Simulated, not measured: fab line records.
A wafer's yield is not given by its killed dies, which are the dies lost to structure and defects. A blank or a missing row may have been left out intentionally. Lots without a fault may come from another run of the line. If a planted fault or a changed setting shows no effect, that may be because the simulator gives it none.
Which tool is to blame?    flow gf180mcu    12 lots, 36 wafers sampled, at 1 step of a route of 602

WHAT THE GAUGES READ, wafer by wafer
GF_V3_THK_MEAS_01. Usual: for V3_CVD_00_THK the level is 573 nm and the standard deviation is 6.1.
lot   measured      on             V3_CVD_00_THK (nm)  flag
L360  day 21 19:35  film metro-02  579 579 560         
L361  day 22 04:41  film metro-04  579 586 574         
L362  day 22 12:53  film metro-03  570 565 562         
L363  day 23 00:28  film metro-03  578 575 574         
L364  day 23 10:14  film metro-04  570 576 573         
L369  day 25 00:49  film metro-03  579 578 582         
L373  day 26 19:04  film metro-04  569 574 571         
L374  day 26 23:05  film metro-04  570 569 570         
L375  day 27 01:11  film metro-04  581 569 567         
L379  day 28 02:32  film metro-04  576 577 574         
L378  day 28 04:38  film metro-02  568 574 570         
L380  day 28 14:37  film metro-04  585 583 573         

TOOL THAT RAN EACH LOT (tool first, then ch and the chambers of the sampled wafers, then the start)
Before these readings, the record contains no process step.

WHAT THE TOOLS THEMSELVES READ (means of the sampled wafers that have a number; where no wafer has one, the mark that the record gives instead)
The record holds no such reading with a usual standard deviation.

THE ANSWER, worked out from the rows above alone
Rule: a lot is off if the mean of its wafers that have a number lies more than 3 standard deviations from the usual mean. Also off: a lot with no number at a reading for which 4 or more lots have one. The other lots that the step has rows for count as sound. Order of review: gauges by route order, followed by the tools' own readings, for which a lot's mean as printed above is used. At the first step where some lot is off, the reading lying furthest off is the one used; lots without a number count as furthest.
No lot is off at any reading shown: from this, nothing can be told.

WHAT THE SIMULATOR HAD INSERTED
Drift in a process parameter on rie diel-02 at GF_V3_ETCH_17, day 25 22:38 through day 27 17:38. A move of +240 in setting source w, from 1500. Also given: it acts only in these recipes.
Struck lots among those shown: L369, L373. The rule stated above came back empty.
